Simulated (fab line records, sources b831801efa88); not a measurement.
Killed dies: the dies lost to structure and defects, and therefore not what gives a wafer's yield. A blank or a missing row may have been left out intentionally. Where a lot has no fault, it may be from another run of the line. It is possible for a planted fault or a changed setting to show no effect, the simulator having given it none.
Chamber matching :: flow gf180mcu :: 4 sister chambers for GF_CONTACT_CMP_27 on cmp-02
The step polishes, stops on SiO2, t overpolish 15 s, target thk 0 nm. 4 wafers are shown with their chamber, then 6 later ones without.

== EACH WAFER AND ITS CHAMBER ==
wafer: L902.1
chamber: 0
motor-current-A (A): 12.2

wafer: L902.6
chamber: 3
motor-current-A (A): 10.8

wafer: L904.1
chamber: 2
motor-current-A (A): 13.3

wafer: L904.2
chamber: 1
motor-current-A (A): 9.9

== WAFERS MISSING THEIR CHAMBER ==
wafer: L904.4
motor-current-A (A): 11.9

wafer: L911.1
motor-current-A (A): 11.1

wafer: L911.2
motor-current-A (A): 11.8

wafer: L911.3
motor-current-A (A): 13.9

wafer: L912.2
motor-current-A (A): 9.8

wafer: L912.6
motor-current-A (A): 11.7

== CHAMBER TAKEN BY EACH ==
wafer: L904.4
from the rows above: 0
in truth: 0

wafer: L911.1
from the rows above: 3
in truth: 3

wafer: L911.2
from the rows above: can't be placed: 0 or 3
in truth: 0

wafer: L911.3
from the rows above: 2
in truth: 2

wafer: L912.2
from the rows above: 1
in truth: 1

wafer: L912.6
from the rows above: can't be placed: 0 or 3
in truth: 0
Correct placement for 4 of the 6. Not placeable from these rows: 2 (in 2, the candidates include the true chamber). 0 placed wrongly.
How it was worked out, from the rows above alone: a wafer's distance from a chamber is the root of the sum, over the readings, of the square of ((its reading less the chamber's mean) divided by the reading's scatter). The wafer belongs to the nearest chamber; if the next one is less than 2 further off, it can't be placed. Each chamber's mean is taken over the wafers shown for it. The scatter: root of mean squared gap, hidden wafer to nearest shown wafer, with one shown wafer a chamber.
